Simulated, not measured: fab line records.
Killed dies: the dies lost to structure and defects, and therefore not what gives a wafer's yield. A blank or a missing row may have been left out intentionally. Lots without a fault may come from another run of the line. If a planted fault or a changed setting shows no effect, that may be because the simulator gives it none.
fab line records -- flow gf180mcu -- part 1 of 2: steps 1 to 28 of 37
record: lots: 5, wafers: 15, last_day: 34
route steps=602 shown PSD@255 NSD@262 SAB@264 SALICIDE@278 CONTACT@287
lots that met no fault: taken from a fault-free run of the same line
start_h: start of the lot's first displayed wafer, in hours after the record's first day -- wait_h: how many hours have passed since the lot's step before this one -- " the same as in the row above -- L1.1+2: several wafers, shown together as one row -- - value missing, or start not given -- * or withheld: withheld -- < > ~ a bound
route shown NAME@n: a module of which the file shows steps, and the number in the route of the first -- usual: the fault-free wafers' mean and standard deviation -- same: alike in all rows -- chamber/n: place in a boat -- sites: readings site by site -- _std_site: the standard deviation of these -- _edge_site: inner sites' mean taken away from outer sites' mean -- radius_mm: for every site, how far away it sits from the centre of the wafer -- mask NAME#n: copy n -- behind: the most recent tool/chamber to have shaped the wafer -- hold: why the lot was held/for how many hours/how that ended -- device: the transistor (n, p or np) that didn't switch -- end of line: at the end of the route, the tests of the same wafers -- a step given without rows: its recipe and nothing more -- killed: at the first sort, the dies lost to defects and structure; wafer yield is something else -- map: shows each die of a wafer: x if killed, . if not, _ if none is there
set.NAME: setting as actually run; set.NAME@STEP: the setting as run at that earlier step -- model.NAME: the simulator's own value behind a step, which no gauge read
lots seen at some steps along the route; tables by step, rows by wafer
services: a tool's chamber out of use, with start hour (start_h, from the record's first day; less than 0 if before it), hours out, and reason
== steps ==
step: GF_PSD_CD_MEAS_07
recipe: target_cd_nm: 400
usual: cd_nm: 400.5/2.3
lot.wafer,tool,chamber,start_h,wait_h,cd_nm
L074.3,cd_sem-01,-,313.58,0.1,400.6
L074.4,cd_sem-01,-,313.58,0.1,401.8
L074.5,cd_sem-01,-,313.58,0.1,401.3
L080.1,cd_sem-02,-,369.58,0.1,397.8
L080.4,cd_sem-02,-,369.58,0.1,398.1
L080.6,cd_sem-02,-,369.58,0.1,400.1
L084.1,cd_sem-01,-,402.38,0.1,399.3
L084.2,cd_sem-01,-,402.38,0.1,400.3
L084.4,cd_sem-01,-,402.38,0.1,398.8
L090.2,cd_sem-02,-,450.90,0.1,398.8
L090.5,cd_sem-02,-,450.90,0.1,398.2
L090.6,cd_sem-02,-,450.90,0.1,399.1
L097.2,cd_sem-01,-,507.70,0.1,402.1
L097.5,cd_sem-01,-,507.70,0.1,401.9
L097.6,cd_sem-01,-,507.70,0.1,403.9
step: GF_PSD_OVL_MEAS_08
usual: PSD_OVL: 0.2/1.4
lot.wafer,tool,chamber,start_h,wait_h,PSD_OVL[nm]
L074.3,overlay-01,-,313.67,0.1,0.7
L074.4,overlay-01,-,313.67,0.1,-0.1
L074.5,overlay-01,-,313.67,0.1,-0.4
L080.1,overlay-01,-,369.70,0.1,-1.7
L080.4,overlay-01,-,369.70,0.1,-0.9
L080.6,overlay-01,-,369.70,0.1,-0.6
L084.1,overlay-01,-,402.50,0.1,-1.2
L084.2,overlay-01,-,402.50,0.1,-0.9
L084.4,overlay-01,-,402.50,0.1,-0.7
L090.2,overlay-02,-,451.01,0.1,-0.7
L090.5,overlay-02,-,451.01,0.1,-3.3
L090.6,overlay-02,-,451.01,0.1,-1.0
L097.2,overlay-02,-,507.81,0.1,1.3
L097.5,overlay-02,-,507.81,0.1,0.5
L097.6,overlay-02,-,507.81,0.1,1.1
step: GF_PSD_IMPLANT_09
recipe: species: BF2, energy_kev: 40, dose_cm2: 1.5e+15, tilt_deg: 7
lot.wafer,tool,chamber,start_h,wait_h
L074.3+4+5,implanter-01,0,313.74,0.1
L080.1+4+6,implanter-04,0,369.74,0.0
L084.1+2+4,implanter-04,0,402.54,0.0
L090.2+5+6,implanter-01,0,451.06,0.0
L097.2+5+6,implanter-01,0,507.86,0.0
step: GF_PSD_STRIP_10
recipe: chemistry: O2/N2, power_w: 1400, pressure_mtorr: 1500, platen_temp_c: 250, o2_flow_sccm: 3000, n2_flow_sccm: 300, overash_fraction: 0.5
usual: drypump_motor_current_A: 6.0/0.56, heater_power_w: 320/8.7, oes_product_au: 0.593/0.0044, strip_time_to_endpoint_s: 16.53/0.037
lot.wafer,tool,chamber,start_h,wait_h,drypump_motor_current_A,heater_power_w,oes_product_au,rf_hours_counter_h,strip_time_to_endpoint_s
L074.3,plasma_asher-04,1,313.87,0.1,5.9,328,0.596,-,16.60
L074.4,plasma_asher-04,0,313.87,0.1,5.8,335,0.585,-,16.54
L074.5,plasma_asher-04,1,313.87,0.1,5.9,319,0.590,-,16.52
L080.1,plasma_asher-02,1,369.89,0.1,6.5,322,0.589,60,16.50
L080.4,plasma_asher-02,0,369.89,0.1,5.7,307,0.583,-,16.53
L080.6,plasma_asher-02,1,369.89,0.1,6.5,310,0.601,-,16.52
L084.1,plasma_asher-04,1,402.69,0.1,5.9,327,0.599,74,16.54
L084.2,plasma_asher-04,0,402.69,0.1,5.8,344,0.598,74,16.52
L084.4,plasma_asher-04,0,402.69,0.1,5.8,335,0.592,-,16.55
L090.2,plasma_asher-01,1,451.19,0.1,5.2,323,0.594,35,16.53
L090.5,plasma_asher-01,1,451.19,0.1,5.3,316,0.594,-,16.48
L090.6,plasma_asher-01,0,451.19,0.1,6.8,329,0.594,-,16.51
L097.2,plasma_asher-02,1,507.99,0.1,6.4,309,0.587,75,16.51
L097.5,plasma_asher-02,0,507.99,0.1,5.8,306,0.590,-,16.51
L097.6,plasma_asher-02,1,507.99,0.1,6.5,310,0.591,-,16.53
step: GF_PSD_TW_MEAS_11
usual: PSD_TW: 3170/19
lot.wafer,tool,chamber,start_h,wait_h,PSD_TW
L074.3,film_metro-03,-,313.96,0.1,3163
L074.4,film_metro-03,-,313.96,0.1,3162
L074.5,film_metro-03,-,313.96,0.1,3176
L080.1,film_metro-03,-,369.99,0.1,3139
L080.4,film_metro-03,-,369.99,0.1,3131
L080.6,film_metro-03,-,369.99,0.1,3138
L084.1,film_metro-01,-,402.79,0.1,3165
L084.2,film_metro-01,-,402.79,0.1,3201
L084.4,film_metro-01,-,402.79,0.1,3188
L090.2,film_metro-02,-,451.30,0.1,3157
L090.5,film_metro-02,-,451.30,0.1,3162
L090.6,film_metro-02,-,451.30,0.1,3182
L097.2,film_metro-03,-,508.10,0.1,3130
L097.5,film_metro-03,-,508.10,0.1,3132
L097.6,film_metro-03,-,508.10,0.1,3134
step: GF_PSD_CLEAN_12
recipe: chemistry: SC1/SC2, mix: 1:4:20, temp_c: 70, time_s: 150, dry: n2_spin
same: time_s: 150
lot.wafer,tool,chamber,start_h,wait_h
L074.3+4+5,wet_bench-03,3,314.00,0.0
L080.1+4+6,wet_bench-03,2,370.05,0.1
L084.1+2+4,wet_bench-02,1,402.85,0.1
L090.2+5+6,wet_bench-01,0,451.35,0.0
L097.2+5+6,wet_bench-03,0,508.15,0.0
step: GF_PSD_RTA_13
recipe: temp_c: 1025, time_s: 20, ambient: N2
usual: anneal_temp_c_max: 1031.7/1.6, lamp_power_pct: 29.2/1.1, wafer_temp_C_max: 1028.7/1.4
same: time_s: 20
lot.wafer,tool,chamber,start_h,wait_h,anneal_temp_c_max,lamp_power_pct,wafer_temp_C_max
L074.3,rtp_anneal-01,0,314.08,0.0,1030.9,30.3,1026.9
L074.4,rtp_anneal-01,0,314.08,0.0,1032.4,30.3,1027.9
L074.5,rtp_anneal-01,0,314.08,0.0,1031.6,30.3,1027.2
L080.1,rtp_anneal-02,0,370.10,0.0,1030.0,28.0,1029.6
L080.4,rtp_anneal-02,0,370.10,0.0,1030.8,28.0,1028.7
L080.6,rtp_anneal-02,0,370.10,0.0,1030.3,28.1,1030.6
L084.1,rtp_anneal-01,0,402.90,0.0,1033.4,30.3,1027.8
L084.2,rtp_anneal-01,0,402.90,0.0,1032.6,30.3,1028.6
L084.4,rtp_anneal-01,0,402.90,0.0,1031.8,30.2,1028.1
L090.2,rtp_anneal-01,0,451.41,0.0,1031.6,30.2,1028.1
L090.5,rtp_anneal-01,0,451.41,0.0,1033.7,30.3,1027.6
L090.6,rtp_anneal-01,0,451.41,0.0,1034.5,30.3,1026.9
L097.2,rtp_anneal-02,0,508.21,0.0,1030.9,28.0,1029.4
L097.5,rtp_anneal-02,0,508.21,0.0,1031.5,28.0,1031.5
L097.6,rtp_anneal-02,0,508.21,0.0,1030.1,28.0,1029.2
step: GF_PSD_RS_MEAS_14
recipe: thk_meas_gauge: four-point-probe
usual: NSD_RS: 46.09/0.08
lot.wafer,tool,chamber,start_h,wait_h,NSD_RS[ohm/sq]
L074.3,film_metro-01,-,314.17,0.1,45.99
L074.4,film_metro-01,-,314.17,0.1,45.98
L074.5,film_metro-01,-,314.17,0.1,46.05
L080.1,film_metro-03,-,370.18,0.1,46.21
L080.4,film_metro-03,-,370.18,0.1,46.16
L080.6,film_metro-03,-,370.18,0.1,46.19
L084.1,film_metro-03,-,402.98,0.1,46.18
L084.2,film_metro-03,-,402.98,0.1,46.20
L084.4,film_metro-03,-,402.98,0.1,46.06
L090.2,film_metro-03,-,451.50,0.1,46.15
L090.5,film_metro-03,-,451.50,0.1,46.11
L090.6,film_metro-03,-,451.50,0.1,46.10
L097.2,film_metro-02,-,508.30,0.1,46.06
L097.5,film_metro-02,-,508.30,0.1,46.00
L097.6,film_metro-02,-,508.30,0.1,46.01
step: GF_PSD_RS_MEAS_15
recipe: thk_meas_gauge: four-point-probe
usual: PSD_RS: 108.43/0.27
lot.wafer,tool,chamber,start_h,wait_h,PSD_RS[ohm/sq]
L074.3,film_metro-01,-,314.29,0.1,108.57
L074.4,film_metro-01,-,314.29,0.1,108.27
L074.5,film_metro-01,-,314.29,0.1,108.43
L080.1,film_metro-03,-,370.30,0.1,108.76
L080.4,film_metro-03,-,370.30,0.1,108.81
L080.6,film_metro-03,-,370.30,0.1,108.63
L084.1,film_metro-03,-,403.10,0.1,108.69
L084.2,film_metro-03,-,403.10,0.1,108.70
L084.4,film_metro-03,-,403.10,0.1,108.40
L090.2,film_metro-03,-,451.62,0.1,108.72
L090.5,film_metro-03,-,451.62,0.1,108.71
L090.6,film_metro-03,-,451.62,0.1,108.79
L097.2,film_metro-02,-,508.42,0.1,108.57
L097.5,film_metro-02,-,508.42,0.1,108.50
L097.6,film_metro-02,-,508.42,0.1,108.37
step: GF_SAB_CVD_00
recipe: material: SiO2, target_thk_nm: 50, precursor: TEOS, temp_c: 400, time_s: 4.9302, rf_w: 600
usual: heater_power_w: 619/84, rf_fwd_power_W: 587/3.1, susceptor_temp_C: 399.99/0.24
same: time_s: 4.9302
lot.wafer,tool,chamber,start_h,wait_h,heater_power_w,rf_fwd_power_W,susceptor_temp_C
L074.3,pecvd-03,0,314.37,0.1,602,585,400.12
L074.4,pecvd-03,0,314.37,0.1,614,587,400.18
L074.5,pecvd-03,2,314.37,0.1,657,587,400.11
L080.1,pecvd-01,1,370.42,0.1,748,585,400.04
L080.4,pecvd-01,0,370.42,0.1,534,591,400.12
L080.6,pecvd-01,2,370.42,0.1,702,580,400.04
L084.1,pecvd-04,2,403.22,0.1,669,589,399.83
L084.2,pecvd-04,0,403.22,0.1,553,588,399.95
L084.4,pecvd-04,1,403.22,0.1,612,586,399.89
L090.2,pecvd-03,1,451.72,0.1,658,586,399.77
L090.5,pecvd-03,0,451.72,0.1,615,585,399.81
L090.6,pecvd-03,2,451.72,0.1,589,592,400.14
L097.2,pecvd-04,0,508.52,0.1,496,585,399.59
L097.5,pecvd-04,1,508.52,0.1,576,586,399.97
L097.6,pecvd-04,2,508.52,0.1,614,590,400.07
step: GF_SAB_THK_MEAS_01
recipe: reads: SiO2_of_SAB_CVD_00
usual: SAB_CVD_00_THK: 50.0/0.62
lot.wafer,tool,chamber,start_h,wait_h,SAB_CVD_00_THK[nm]
L074.3,film_metro-04,-,314.41,0.0,49.1
L074.4,film_metro-04,-,314.41,0.0,50.1
L074.5,film_metro-04,-,314.41,0.0,49.5
L080.1,film_metro-02,-,370.44,0.0,49.4
L080.4,film_metro-02,-,370.44,0.0,49.8
L080.6,film_metro-02,-,370.44,0.0,49.9
L084.1,film_metro-02,-,403.24,0.0,50.4
L084.2,film_metro-02,-,403.24,0.0,49.6
L084.4,film_metro-02,-,403.24,0.0,50.7
L090.2,film_metro-02,-,451.75,0.0,49.4
L090.5,film_metro-02,-,451.75,0.0,49.9
L090.6,film_metro-02,-,451.75,0.0,49.3
L097.2,film_metro-04,-,508.55,0.0,49.2
L097.5,film_metro-04,-,508.55,0.0,50.4
L097.6,film_metro-04,-,508.55,0.0,50.4
step: GF_SAB_DEHYDRATE_02
recipe: temp_c: 200, time_s: 60
usual: plate_temp_C: 200.01/0.16
same: time_s: 60
lot.wafer,tool,chamber,start_h,wait_h,plate_temp_C
L074.3,litho_track-01,0,324.99,10.6,200.02
L074.4,litho_track-01,0,324.99,10.6,200.02
L074.5,litho_track-01,0,324.99,10.6,200.03
L080.1,litho_track-04,0,380.98,10.5,200.08
L080.4,litho_track-04,0,380.98,10.5,200.10
L080.6,litho_track-04,0,380.98,10.5,200.05
L084.1,litho_track-01,0,414.44,11.2,199.89
L084.2,litho_track-01,0,414.44,11.2,199.78
L084.4,litho_track-01,0,414.44,11.2,199.84
L090.2,litho_track-03,0,463.11,11.3,199.92
L090.5,litho_track-03,0,463.11,11.3,199.78
L090.6,litho_track-03,0,463.11,11.3,199.78
L097.2,litho_track-01,0,519.87,11.3,200.30
L097.5,litho_track-01,0,519.87,11.3,200.24
L097.6,litho_track-01,0,519.87,11.3,200.44
step: GF_SAB_HMDS_03
recipe: prime_time_s: 60, prime_temp_c: 120
usual: prime_temp_c: 120.01/0.14
lot.wafer,tool,chamber,start_h,wait_h,prime_temp_c
L074.3,litho_track-01,0,325.14,0.1,120.15
L074.4,litho_track-01,0,325.14,0.1,120.01
L074.5,litho_track-01,0,325.14,0.1,120.11
L080.1,litho_track-04,0,381.13,0.1,120.05
L080.4,litho_track-04,0,381.13,0.1,120.06
L080.6,litho_track-04,0,381.13,0.1,120.10
L084.1,litho_track-01,0,414.59,0.1,119.88
L084.2,litho_track-01,0,414.59,0.1,119.81
L084.4,litho_track-01,0,414.59,0.1,119.98
L090.2,litho_track-03,0,463.26,0.1,119.81
L090.5,litho_track-03,0,463.26,0.1,119.96
L090.6,litho_track-03,0,463.26,0.1,119.92
L097.2,litho_track-01,0,520.02,0.1,120.14
L097.5,litho_track-01,0,520.02,0.1,119.97
L097.6,litho_track-01,0,520.02,0.1,119.84
step: GF_SAB_COAT_04
recipe: resist: NOVOLAK, spin_rpm: 3000, resist_thk_nm: 1000
lot.wafer,tool,chamber,start_h,wait_h
L074.3+4+5,litho_track-01,0,325.29,0.1
L080.1+4+6,litho_track-04,0,381.28,0.1
L084.1+2+4,litho_track-01,0,414.74,0.1
L090.2+5+6,litho_track-03,0,463.41,0.1
L097.2+5+6,litho_track-01,0,520.17,0.1
step: GF_SAB_SOFTBAKE_05
recipe: temp_c: 90, time_s: 60, resist: NOVOLAK
usual: plate_temp_C: 90.00/0.12
same: time_s: 60
lot.wafer,tool,chamber,start_h,wait_h,plate_temp_C
L074.3,litho_track-01,0,325.44,0.1,89.91
L074.4,litho_track-01,0,325.44,0.1,89.81
L074.5,litho_track-01,0,325.44,0.1,89.85
L080.1,litho_track-04,0,381.43,0.1,90.07
L080.4,litho_track-04,0,381.43,0.1,90.15
L080.6,litho_track-04,0,381.43,0.1,90.02
L084.1,litho_track-01,0,414.89,0.1,90.10
L084.2,litho_track-01,0,414.89,0.1,90.00
L084.4,litho_track-01,0,414.89,0.1,90.27
L090.2,litho_track-03,0,463.56,0.1,90.32
L090.5,litho_track-03,0,463.56,0.1,90.26
L090.6,litho_track-03,0,463.56,0.1,90.19
L097.2,litho_track-01,0,520.32,0.1,90.02
L097.5,litho_track-01,0,520.32,0.1,89.95
L097.6,litho_track-01,0,520.32,0.1,89.89
step: GF_SAB_EXPOSE_06
recipe: mask_id: SAB, target_cd_nm: 420, na: 0.6, source_shape: conventional, sigma_outer: 0.6, dose_mj: 140
lot.wafer,tool,chamber,start_h,wait_h,mask
L074.3+4+5,iline_stepper-01,0,-,-,SAB#0
L080.1+4+6,iline_stepper-01,0,-,-,SAB#0
L084.1+2+4,iline_stepper-01,0,-,-,SAB#0
L090.2+5+6,iline_stepper-01,0,-,-,SAB#0
L097.2+5+6,iline_stepper-02,0,-,-,SAB#0
step: GF_SAB_PEB_07
recipe: temp_c: withheld, time_s: *, resist: NOVOLAK
same: time_s: *
lot.wafer,tool,chamber,start_h,wait_h
L074.3+4+5,litho_track-03,0,-,-
L080.1+4+6,litho_track-01,0,-,-
L084.1+2+4,litho_track-01,0,-,-
L090.2+5+6,litho_track-04,0,-,-
L097.2+5+6,litho_track-04,0,-,-
step: GF_SAB_DEVELOP_08
recipe: develop_time_s: 60, dev_temp_c: 23
lot.wafer,tool,chamber,start_h,wait_h
L074.3+4+5,litho_track-03,0,335.58,0.1
L080.1+4+6,litho_track-01,0,392.49,0.1
L084.1+2+4,litho_track-01,0,426.69,0.1
L090.2+5+6,litho_track-04,0,475.91,0.1
L097.2+5+6,litho_track-04,0,531.81,0.1
step: GF_SAB_CD_MEAS_09
recipe: target_cd_nm: 420
usual: cd_nm: 420.7/2.3
lot.wafer,tool,chamber,start_h,wait_h,cd_nm
L074.3,cd_sem-01,-,335.72,0.1,417.7
L074.4,cd_sem-01,-,335.72,0.1,420.4
L074.5,cd_sem-01,-,335.72,0.1,417.5
L080.1,cd_sem-01,-,392.66,0.1,418.7
L080.4,cd_sem-01,-,392.66,0.1,419.9
L080.6,cd_sem-01,-,392.66,0.1,419.9
L084.1,cd_sem-01,-,426.84,0.1,419.9
L084.2,cd_sem-01,-,426.84,0.1,419.4
L084.4,cd_sem-01,-,426.84,0.1,419.8
L090.2,cd_sem-02,-,476.05,0.1,421.5
L090.5,cd_sem-02,-,476.05,0.1,421.9
L090.6,cd_sem-02,-,476.05,0.1,422.4
L097.2,cd_sem-01,-,531.95,0.1,421.6
L097.5,cd_sem-01,-,531.95,0.1,420.5
L097.6,cd_sem-01,-,531.95,0.1,418.7
step: GF_SAB_OVL_MEAS_10
usual: SAB_OVL: 0.4/1.4
lot.wafer,tool,chamber,start_h,wait_h,SAB_OVL[nm]
L074.3,overlay-02,-,335.82,0.1,0.0
L074.4,overlay-02,-,335.82,0.1,-0.5
L074.5,overlay-02,-,335.82,0.1,-2.1
L080.1,overlay-02,-,392.78,0.1,1.4
L080.4,overlay-02,-,392.78,0.1,0.0
L080.6,overlay-02,-,392.78,0.1,0.6
L084.1,overlay-01,-,426.96,0.1,-0.5
L084.2,overlay-01,-,426.96,0.1,1.3
L084.4,overlay-01,-,426.96,0.1,2.3
L090.2,overlay-02,-,476.16,0.1,0.9
L090.5,overlay-02,-,476.16,0.1,-0.1
L090.6,overlay-02,-,476.16,0.1,-0.8
L097.2,overlay-02,-,532.06,0.1,2.2
L097.5,overlay-02,-,532.06,0.1,1.8
L097.6,overlay-02,-,532.06,0.1,1.0
step: GF_SAB_ETCH_11
recipe: chemistry: C4F8/O2/Ar, mask_material: NOVOLAK, target: SiO2, target_depth_nm: 55, source_w: 1500, bias_w: 1200, pressure_mtorr: 40, c4f8_flow_sccm: withheld, O2_flow_sccm: 6, Ar_flow_sccm: 300, time_s: 8.5
usual: oes_product_au: 0.998/0.0077, rf_fwd_power_W: 1472/6.5
same: time_s: 8.5
lot.wafer,tool,chamber,start_h,wait_h,oes_product_au,rf_fwd_power_W,rf_hours_counter_h
L074.3,rie_diel-03,1,335.84,0.0,0.995,1472,96
L074.4,rie_diel-03,2,335.84,0.0,0.989,1474,94
L074.5,rie_diel-03,3,335.84,0.0,1.000,1478,-
L080.1,rie_diel-04,3,392.81,0.0,0.997,1473,10
L080.4,rie_diel-04,2,392.81,0.0,0.989,1476,5
L080.6,rie_diel-04,2,392.81,0.0,1.001,1475,-
L084.1,rie_diel-01,0,427.00,0.0,0.998,1481,38
L084.2,rie_diel-01,2,427.00,0.0,1.007,1480,10
L084.4,rie_diel-01,3,427.00,0.0,0.981,1471,33
L090.2,rie_diel-03,1,476.19,0.0,0.995,1470,100
L090.5,rie_diel-03,2,476.19,0.0,1.003,1479,-
L090.6,rie_diel-03,1,476.19,0.0,1.000,1464,-
L097.2,rie_diel-01,0,532.09,0.0,0.992,1478,42
L097.5,rie_diel-01,2,532.09,0.0,1.005,1472,-
L097.6,rie_diel-01,3,532.09,0.0,1.003,1468,-
step: GF_SAB_WET_ETCH_12
recipe: chemistry: dHF, target_depth_nm: 22, dry: n2_spin, target: SiO2, temp_c: 25, dilution: 100:1, time_s: 440
same: time_s: 440
lot.wafer,tool,chamber,start_h,wait_h
L074.3+4+5,wet_bench-02,0,335.86,0.0
L080.1+4+6,wet_bench-03,0,392.83,0.0
L084.1+2+4,wet_bench-03,3,427.02,0.0
L090.2+5+6,wet_bench-04,1,476.21,0.0
L097.2+5+6,wet_bench-02,2,532.11,0.0
step: GF_SAB_STRIP_13
recipe: chemistry: O2/N2, power_w: 1400, pressure_mtorr: 1500, platen_temp_c: 250, o2_flow_sccm: 3000, n2_flow_sccm: 300, overash_fraction: 0.5
usual: drypump_motor_current_A: 5.8/0.57, heater_power_w: 324/9.5, oes_product_au: 0.710/0.0047, strip_time_to_endpoint_s: 12.62/0.039
lot.wafer,tool,chamber,start_h,wait_h,drypump_motor_current_A,heater_power_w,oes_product_au,rf_hours_counter_h,strip_time_to_endpoint_s
L074.3,plasma_asher-01,0,336.16,0.0,6.7,322,0.698,-,12.61
L074.4,plasma_asher-01,1,336.16,0.0,5.2,319,0.709,-,12.57
L074.5,plasma_asher-01,0,336.16,0.0,6.8,317,0.713,-,12.61
L080.1,plasma_asher-01,0,392.97,0.0,6.7,316,0.709,28,12.63
L080.4,plasma_asher-01,1,392.97,0.0,5.3,320,0.710,-,12.64
L080.6,plasma_asher-01,1,392.97,0.0,5.3,321,0.711,-,12.60
L084.1,plasma_asher-03,0,427.15,0.0,5.5,334,0.705,81,12.63
L084.2,plasma_asher-03,1,427.15,0.0,5.0,307,0.709,81,12.66
L084.4,plasma_asher-03,1,427.15,0.0,5.0,302,0.702,-,12.67
L090.2,plasma_asher-01,1,476.35,0.0,5.2,318,0.704,37,12.64
L090.5,plasma_asher-01,1,476.35,0.0,5.2,321,0.700,-,12.61
L090.6,plasma_asher-01,0,476.35,0.0,6.8,326,0.716,-,12.58
L097.2,plasma_asher-04,0,532.24,0.0,5.8,332,0.710,10,12.59
L097.5,plasma_asher-04,1,532.24,0.0,5.9,320,0.711,-,12.55
L097.6,plasma_asher-04,0,532.24,0.0,5.8,325,0.713,-,12.58
step: GF_SALICIDE_CLEAN_00
recipe: chemistry: SC1/SC2, mix: 1:4:20, temp_c: 70, time_s: 150
same: time_s: 150
lot.wafer,tool,chamber,start_h,wait_h
L074.3+4+5,wet_bench-01,3,336.22,0.0
L080.1+4+6,wet_bench-04,2,393.07,0.1
L084.1+2+4,wet_bench-01,1,427.25,0.1
L090.2+5+6,wet_bench-03,2,476.45,0.1
L097.2+5+6,wet_bench-01,0,532.34,0.1
step: GF_SALICIDE_WET_ETCH_01
recipe: chemistry: dHF, target_depth_nm: 5, dry: ipa_marangoni, target: SiO2, temp_c: 25, dilution: 100:1, time_s: 100
same: time_s: 100
lot.wafer,tool,chamber,start_h,wait_h
L074.3+4+5,wet_bench-04,3,336.28,0.0
L080.1+4+6,wet_bench-01,0,393.12,0.0
L084.1+2+4,wet_bench-04,2,427.30,0.0
L090.2+5+6,wet_bench-01,3,476.50,0.0
L097.2+5+6,wet_bench-03,3,532.39,0.0
step: GF_SALICIDE_SPUTTER_02
recipe: material: Co, target_thk_nm: 10, power_w: 1000, time_s: 20, chamber_pressure_pa: 0.4
usual: throttle_valve_pct: 30.1/0.94
same: time_s: 20
lot.wafer,tool,chamber,start_h,wait_h,throttle_valve_pct
L074.3,pvd_sputter-02,-,336.31,0.0,29.3
L074.4,pvd_sputter-02,-,336.31,0.0,30.4
L074.5,pvd_sputter-02,-,336.31,0.0,30.3
L080.1,pvd_sputter-01,-,393.16,0.0,31.4
L080.4,pvd_sputter-01,-,393.16,0.0,29.3
L080.6,pvd_sputter-01,-,393.16,0.0,31.5
L084.1,pvd_sputter-01,-,427.34,0.0,31.3
L084.2,pvd_sputter-01,-,427.34,0.0,29.2
L084.4,pvd_sputter-01,-,427.34,0.0,29.8
L090.2,pvd_sputter-02,-,476.54,0.0,29.8
L090.5,pvd_sputter-02,-,476.54,0.0,30.3
L090.6,pvd_sputter-02,-,476.54,0.0,29.4
L097.2,pvd_sputter-01,-,532.42,0.0,31.7
L097.5,pvd_sputter-01,-,532.42,0.0,31.5
L097.6,pvd_sputter-01,-,532.42,0.0,29.4
step: GF_SALICIDE_SPUTTER_03
recipe: material: TiN, target_thk_nm: 20, power_w: 6500, time_s: 16.7, chamber_pressure_pa: 0.4
usual: throttle_valve_pct: 30.1/0.97
same: time_s: 16.7
lot.wafer,tool,chamber,start_h,wait_h,throttle_valve_pct
L074.3,pvd_sputter-02,-,336.34,0.0,29.6
L074.4,pvd_sputter-02,-,336.34,0.0,30.6
L074.5,pvd_sputter-02,-,336.34,0.0,30.6
L080.1,pvd_sputter-01,-,393.19,0.0,31.6
L080.4,pvd_sputter-01,-,393.19,0.0,29.1
L080.6,pvd_sputter-01,-,393.19,0.0,31.3
L084.1,pvd_sputter-01,-,427.36,0.0,31.6
L084.2,pvd_sputter-01,-,427.36,0.0,29.5
L084.4,pvd_sputter-01,-,427.36,0.0,29.9
L090.2,pvd_sputter-02,-,476.57,0.0,29.5
L090.5,pvd_sputter-02,-,476.57,0.0,30.2
L090.6,pvd_sputter-02,-,476.57,0.0,29.7
L097.2,pvd_sputter-01,-,532.45,0.0,31.6
L097.5,pvd_sputter-01,-,532.45,0.0,31.7
L097.6,pvd_sputter-01,-,532.45,0.0,29.3
step: GF_SALICIDE_RS_MEAS_04
recipe: thk_meas_gauge: four-point-probe, reads: TiN_of_SALICIDE_SPUTTER_03+Co_of_SALICIDE_SPUTTER_02
usual: SALICIDE_TIN_RS: 16.15/0.25
lot.wafer,tool,chamber,start_h,wait_h,SALICIDE_TIN_RS[ohm/sq]
L074.3,film_metro-01,-,336.41,0.1,15.79
L074.4,film_metro-01,-,336.41,0.1,15.94
L074.5,film_metro-01,-,336.41,0.1,15.89
L080.1,film_metro-02,-,393.22,0.0,16.05
L080.4,film_metro-02,-,393.22,0.0,16.42
L080.6,film_metro-02,-,393.22,0.0,16.38
L084.1,film_metro-01,-,427.39,0.0,16.36
L084.2,film_metro-01,-,427.39,0.0,16.15
L084.4,film_metro-01,-,427.39,0.0,16.39
L090.2,film_metro-01,-,476.61,0.0,15.90
L090.5,film_metro-01,-,476.61,0.0,16.12
L090.6,film_metro-01,-,476.61,0.0,16.16
L097.2,film_metro-01,-,532.50,0.0,16.14
L097.5,film_metro-01,-,532.50,0.0,16.15
L097.6,film_metro-01,-,532.50,0.0,16.14
